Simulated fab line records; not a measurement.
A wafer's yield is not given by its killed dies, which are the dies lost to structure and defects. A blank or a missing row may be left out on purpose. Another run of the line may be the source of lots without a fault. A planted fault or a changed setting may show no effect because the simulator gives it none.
Check for tools in common ; flow gf180mcu ; Sample size 13 lots and 39 wafers

WHAT PROMPTED THE OPENING
GF_VT_IMPLANT_RS_MEAS_49, reading MVPSD_RS: flagged on 3 of 13 lots. Wafers without a fault read 1169.9 ohm/sq, standard deviation 2.9.
Rule: a lot is flagged when every wafer of it that has a number lies more than 4 standard deviations from that mean, or none has a number. All remaining lots are regarded as sound.

lot;measured;on;MVPSD_RS (ohm/sq), wafer by wafer;flag
L686;day 7 11:43;film-metro-04;1165.4 1164.9 1166.8;
L688;day 8 01:54;film-metro-04;1169.2 1165.9 1169.4;
L690;day 8 16:19;film-metro-02;1169.2 1165.4 1166.0;
L692;day 9 06:03;film-metro-04;1170.3 1167.9 1166.5;
L693;day 9 13:24;film-metro-04;1170.8 1167.2 1165.5;
L694;day 9 18:07;film-metro-02;1169.6 1173.4 1168.5;
L698;day 11 00:12;film-metro-04;1208.4 1209.7 1206.9;FLAGGED
L700;day 11 15:01;film-metro-01;1205.2 1202.8 1203.8;FLAGGED
L701;day 11 22:34;film-metro-02;1207.5 1209.5 1208.5;FLAGGED
L702;day 12 05:01;film-metro-01;1170.7 1174.5 1170.5;
L703;day 12 09:06;film-metro-02;1171.5 1169.9 1168.6;
L705;day 13 01:46;film-metro-02;1175.1 1173.1 1176.0;
L706;day 13 08:04;film-metro-04;1169.2 1170.4 1168.9;
The numbers of the flagged lots are 1206.9 ohm/sq on average: +37.0 ohm/sq against the usual, or +13 standard deviations.

WHICH TOOL RAN EACH LOT
The record holds 1 process step before the reading, out of a route of 602 steps. Cell contents, in order: the tool; ch with the chambers the sampled wafers went through; the start.
lot;flag;GF_MVPSD_IMPLANT_09
L686;;implanter-02 ch 0, day 4 23:14
L688;;implanter-04 ch 0, day 5 12:41
L690;;implanter-04 ch 0, day 6 00:52
L692;;implanter-02 ch 0, day 6 11:53
L693;;implanter-02 ch 0, day 6 18:17
L694;;implanter-02 ch 0, day 6 22:59
L698;FLAGGED;implanter-02 ch 0, day 8 00:50
L700;FLAGGED;implanter-02 ch 0, day 8 14:27
L701;FLAGGED;implanter-02 ch 0, day 8 20:37
L702;;implanter-03 ch 0, day 9 01:40
L703;;implanter-03 ch 0, day 9 05:26
L705;;implanter-03 ch 0, day 9 20:34
L706;;implanter-04 ch 0, day 10 00:52
What the steps here do:
- GF_MVPSD_IMPLANT_09
- GF_VT_IMPLANT_RS_MEAS_49: measures by four-point-probe.

FLAGGED OVER TOTAL, TOOL BY TOOL (the gauges that took the reading come last)
step;tool;lots run;flagged;share of the flagged lots;sound lots run after its first flagged lot
GF_MVPSD_IMPLANT_09;implanter-02;7;3;all;0
GF_MVPSD_IMPLANT_09;implanter-03;3;0;none;-
GF_MVPSD_IMPLANT_09;implanter-04;3;0;none;-
GF_VT_IMPLANT_RS_MEAS_49;film-metro-01;2;1;some;1 (L702)
GF_VT_IMPLANT_RS_MEAS_49;film-metro-02;5;1;some;2 (L703,L705)
GF_VT_IMPLANT_RS_MEAS_49;film-metro-04;6;1;some;1 (L706)

THE TABLE: WHAT IT ALLOWS
1 row of the table ran every flagged lot: implanter-02 at GF_MVPSD_IMPLANT_09.
- implanter-02 at GF_MVPSD_IMPLANT_09 ran 7 lots, 3 of them flagged. A fault beginning between L694 (day 6 22:59), its last sound lot, and L698 (day 8 00:50), its first flagged one, fits the data. Its own readings lie more than 4 standard deviations out on every wafer of the flagged lots: beam-on-s, faraday-current-uA.
Left over: one tool, implanter-02 at GF_MVPSD_IMPLANT_09.

WHAT THE SIMULATOR HAD PUT IN
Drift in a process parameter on implanter-02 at GF_MVPSD_IMPLANT_09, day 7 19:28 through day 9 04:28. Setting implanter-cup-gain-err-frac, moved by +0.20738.
Lots struck among those shown: L698, L700, L701. The rule above found the same.
